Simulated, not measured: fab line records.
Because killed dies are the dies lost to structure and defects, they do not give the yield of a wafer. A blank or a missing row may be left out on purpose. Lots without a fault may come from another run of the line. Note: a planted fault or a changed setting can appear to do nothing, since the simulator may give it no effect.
Which tool is to blame?    flow gf180mcu    21 wafers from 7 lots sampled at 5 of the route's 602 steps

WHAT THE GAUGES SHOWED, per wafer
GF_TOP_METAL_RS_MEAS_05: measures by four-point-probe.
lot   measured      on            TOP_METAL_ALCU_RS (ohm/sq)
L557  day 27 15:08  filmMetro-02  0.0323 0.0324 0.0326
L559  day 28 10:55  filmMetro-04  0.0325 0.0330 0.0326
L561  day 29 04:29  filmMetro-01  9.6162 9.6614 9.6101
L568  day 30 18:17  filmMetro-01  0.0325 0.0328 0.0327
L571  day 31 18:37  filmMetro-04  0.0330 0.0329 0.0327
L573  day 32 04:53  filmMetro-02  0.0329 0.0327 0.0326
L577  day 33 03:52  filmMetro-04  0.0329 0.0330 0.0332

TOOL THAT RAN EACH LOT (tool first, then ch and the chambers of the sampled wafers, then the start)
lot   GF_M5_METAL_ETCH_10               GF_TOP_METAL_SPUTTER_02      GF_TOP_METAL_SPUTTER_03      GF_TOP_METAL_SPUTTER_04
L557  rieMetal-01 ch 0,1, day 26 15:41  pvdSputter-01, day 27 15:02  pvdSputter-01, day 27 15:05  pvdSputter-01, day 27 15:06
L559  rieMetal-02 ch 0,1, day 27 12:38  pvdSputter-02, day 28 10:48  pvdSputter-02, day 28 10:50  pvdSputter-02, day 28 10:52
L561  rieMetal-01 ch 0,1, day 28 06:09  pvdSputter-02, day 29 04:22  pvdSputter-02, day 29 04:24  pvdSputter-02, day 29 04:25
L568  rieMetal-04 ch 0,1, day 29 20:56  pvdSputter-04, day 30 18:09  pvdSputter-04, day 30 18:11  pvdSputter-04, day 30 18:13
L571  rieMetal-02 ch 0,1, day 30 22:11  pvdSputter-04, day 31 18:29  pvdSputter-04, day 31 18:32  pvdSputter-04, day 31 18:33
L573  rieMetal-01 ch 1, day 31 09:13    pvdSputter-01, day 32 04:48  pvdSputter-01, day 32 04:50  pvdSputter-01, day 32 04:52
L577  rieMetal-01 ch 0, day 32 08:37    pvdSputter-02, day 33 03:47  pvdSputter-02, day 33 03:49  pvdSputter-02, day 33 03:50
- GF_M5_METAL_ETCH_10: etches the open film in Cl2/BCl3, stops on SiO2, target depth 627.5 nm, time 104.6 s.
- GF_TOP_METAL_SPUTTER_02: material AlCu, target thk 900 nm, time 47.82 s.
- GF_TOP_METAL_SPUTTER_03: material Ti, target thk 5 nm, time 3.3 s.
- GF_TOP_METAL_SPUTTER_04: material TiN, target thk 25 nm, time 20.8 s.

THE ANSWER, worked out from the rows above alone
Rule: usual is defined by the lots themselves. Put in order of their means at a reading, lots are off if they are a third of the lots or fewer, leave a main group of 4 or more, and stand apart from it by a gap of 3 or more times the standard deviation of the main group's means; of several such gaps the widest counts. The tables above print the reading to a certain number of digits; a main group whose means all agree to those digits is not used. Also off: a lot with no number at a reading for which 4 or more lots have one. Where the step has rows for the other lots, those lots are counted as sound.
Off: at GF_TOP_METAL_RS_MEAS_05 (TOP_METAL_ALCU_RS), L561. The main group has a mean of 0.0327 ohm/sq with a standard deviation of 0.00018.
A tool fits if, at a process step before that reading, it ran every lot that is off, and no sound lot after the first of them. Gauges at GF_TOP_METAL_RS_MEAS_05: tried the same way as those tools. Not one of the candidates tried fits.

WHAT HAD BEEN PUT IN BY THE SIMULATOR
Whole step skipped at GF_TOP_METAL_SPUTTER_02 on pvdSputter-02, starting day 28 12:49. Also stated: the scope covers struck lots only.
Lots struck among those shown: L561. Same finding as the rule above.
